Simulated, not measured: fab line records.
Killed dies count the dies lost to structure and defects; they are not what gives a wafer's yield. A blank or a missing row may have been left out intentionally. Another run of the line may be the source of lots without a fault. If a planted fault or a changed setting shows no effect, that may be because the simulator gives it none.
Struck lot and sound lot, side by side ; flow sky130 ; 32 steps out of a route of 708
Sound: wafers L844.2, L844.3, L844.6. Wafers L858.3, L858.5, L858.6 were the ones struck. The cause is given at the end.
Order at every step that has rows: each side's tool, ch and its chambers, its first start. Under that, the readings that differ: sound wafers ; struck wafers ; difference of the means ; sigmas: that difference in standard deviations of wafers without a fault.
alike: readings whose means differ by less than 2 such deviations, and words and numbers that are the same on both sides. not compared: withheld readings, readings that some wafer has no value for, bounds like >300 that may hide the same value, and numbers for which the record gives no deviation and whose values overlap.
The two part at a step that has a row with sigmas, a row that says differs or no value, or rows on one side only. Non-overlapping numbers with no deviation appear without sigmas and do not part them. A reading that every wafer of one side lacks parts them only if that side has two wafers or more.

SKY_PWDE_OVL_MEAS_07:
  sound on overlay-01 at day 4 05:43; struck on overlay-02 at day 7 09:46
  alike: PWDE_OVL
following that, these wafers have no rows for 1 step: SKY_PWDE_IMPLANT_08.
SKY_PWDE_STRIP_09: strips in O2/N2.
  sound on plasma_asher-03 ch 0,1, day 4 05:53; struck on plasma_asher-03 ch 0,1, day 7 09:58
  alike: drypump_motor_current_A, oes_product_au, strip_time_to_endpoint_s
  not compared: rf_hours_counter_h
SKY_PWDE_TW_MEAS_10:
  sound on film_metro-03 at day 4 06:00; struck on film_metro-01 at day 7 10:04
  alike: PWDE_TW
then, 7 steps without rows for these wafers: SKY_NWELL_DEHYDRATE_03 (time 60 s); SKY_NWELL_HMDS_04 (prime time 60 s); SKY_NWELL_COAT_05 (resist thk 3000 nm); SKY_NWELL_SOFTBAKE_06; SKY_NWELL_EXPOSE_07 (exposes mask NWM, target cd 840 nm); SKY_NWELL_PEB_08; SKY_NWELL_DEVELOP_09 (develop time 57.24 s).
SKY_NWELL_OVL_MEAS_10:
  sound on overlay-02 at day 4 23:13; struck on overlay-02 at day 8 06:16
  alike: NWELL_00_OVL
SKY_NWELL_IMPLANT_11:
  sound on implanter-03 ch 0, day 4 23:16; struck on implanter-03 ch 0, day 8 06:21
reading;sound;struck;difference;sigmas
dose_ions_cm2;1.8997e+13 1.9009e+13 1.8954e+13;2.5158e+13 2.5181e+13 2.5192e+13;+6.1903e+12;+99 or more
faraday_current_uA;109.1 104.3 103.6;138.4 135.2 137.3;+31.3;+16
  alike: beam_on_s
then, 2 steps without rows for these wafers: SKY_NWELL_IMPLANT_12; SKY_NWELL_IMPLANT_13.
SKY_NWELL_STRIP_14: strips in O2/N2.
  sound on plasma_asher-01 ch 0,1, day 4 23:42; struck on plasma_asher-01 ch 0,1, day 8 06:47
  alike: drypump_motor_current_A, oes_product_au, strip_time_to_endpoint_s
  not compared: rf_hours_counter_h
SKY_NWELL_TW_MEAS_15:
  sound on film_metro-03 at day 4 23:49; struck on film_metro-02 at day 8 06:52
reading;sound;struck;difference;sigmas
NWELL_TW;1823 1822 1825;1989 2002 1979;+167;+20
then, 7 steps without rows for these wafers: SKY_NWELL_DEHYDRATE_16 (time 60 s); SKY_NWELL_HMDS_17 (prime time 60 s); SKY_NWELL_COAT_18 (resist thk 3000 nm); SKY_NWELL_SOFTBAKE_19; SKY_NWELL_EXPOSE_20 (exposes mask NWM COMPLEMENT, target cd 840 nm); SKY_NWELL_PEB_21; SKY_NWELL_DEVELOP_22 (develop time 60 s).
SKY_NWELL_OVL_MEAS_23:
  sound on overlay-01 at day 5 17:32; struck on overlay-01 at day 9 04:36
  alike: NWELL_01_OVL
following that, these wafers have no rows for 1 step: SKY_NWELL_IMPLANT_24.
SKY_NWELL_STRIP_25: strips in O2/N2.
  sound on plasma_asher-01 ch 0, day 5 17:46; struck on plasma_asher-02 ch 0,1, day 9 04:49
reading;sound;struck;difference;sigmas
drypump_motor_current_A (A);6.7 6.7 6.7;5.4 6.0 5.4;-1.1;-3
strip_time_to_endpoint_s (s);37.10 36.98 36.99;36.83 36.85 36.73;-0.22;-2
  alike: oes_product_au
  not compared: rf_hours_counter_h
SKY_NWELL_TW_MEAS_26:
  sound on film_metro-03 at day 5 17:52; struck on film_metro-03 at day 9 04:53
  alike: NWELL_2_TW
then, 1 step without rows for these wafers: SKY_NWELL_CLEAN_27 (cleans in SC1/SC2, time 150 s).
SKY_NWELL_RTA_28: time 30 s.
  sound on rtp_anneal-02 ch 0, day 5 17:59; struck on rtp_anneal-01 ch 0, day 9 05:01
  alike: anneal_temp_c_max, lamp_power_pct, wafer_temp_C_max
SKY_NWELL_RS_MEAS_29: uses a four-point probe to measure.
  sound on film_metro-03 at day 5 18:05; struck on film_metro-02 at day 9 05:08
reading;sound;struck;difference;sigmas
NWELL_RS (ohm/sq);625.8 626.0 625.1;537.1 535.8 536.4;-89.2;-64
-- the record jumps here: 40 days lie between the struck wafers' starts before and after (it left off in module NWELL and takes up again in module PAD_OPEN, whose first step shown is number 708 of the route) --
SKY_PAD_OPEN_PROBE_99:
  sound on prober-02 at day 46 12:19; struck on prober-02 at day 49 15:09
reading;sound;struck;difference;sigmas
model.etest.nfet_16v.r_on_ohm_um;1.381e+04 1.393e+04 1.386e+04;1.307e+04 1.301e+04 1.306e+04;-8.200e+02;
model.etest.pfet_16v.r_on_ohm_um;1.539e+04 1.518e+04 1.514e+04;1.57e+04 1.555e+04 1.581e+04;+4.50e+02;
model.etest.res_nwell.line_ohm_um;1162 1141 1139;945.4 943.8 965.2;-195.9;
model.etest.res_nwell.rs_ohm_sq;976.5 957.2 946.5;802.4 799.2 824.5;-151.4;
model.etest.tip_p_5v.rs_ohm_sq;2877 2881 2891;2928 2914 2939;+44;
model.etest.res_iso_pwell.width_nm (nm);2683 2666 2654;2629 2644 2641;-30;
model.etest.res_nwell.width_nm (nm);834.8 828 828.2;843.7 851.2 855.8;+19.9;
model.etest.pfet_16v.drive_ua_um;243.2 243.6 243.8;233.1 233.5 231.5;-10.8;
  alike: killed_at_M0_to_M3, killed_at_M4_up, killed_at_contacts, killed_at_front_end, killed_at_other, killed_dies, killed_open, killed_short

== WHERE THEY PART ==
Last at SKY_NWELL_RS_MEAS_29 as far as this record goes, first at SKY_NWELL_IMPLANT_11. Later steps at which nothing parts them and some readings are alike: SKY_PAD_OPEN_PROBE_99.

WHY: what the simulator had put in
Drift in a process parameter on implanter-03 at SKY_NWELL_IMPLANT_11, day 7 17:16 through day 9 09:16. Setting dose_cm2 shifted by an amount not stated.
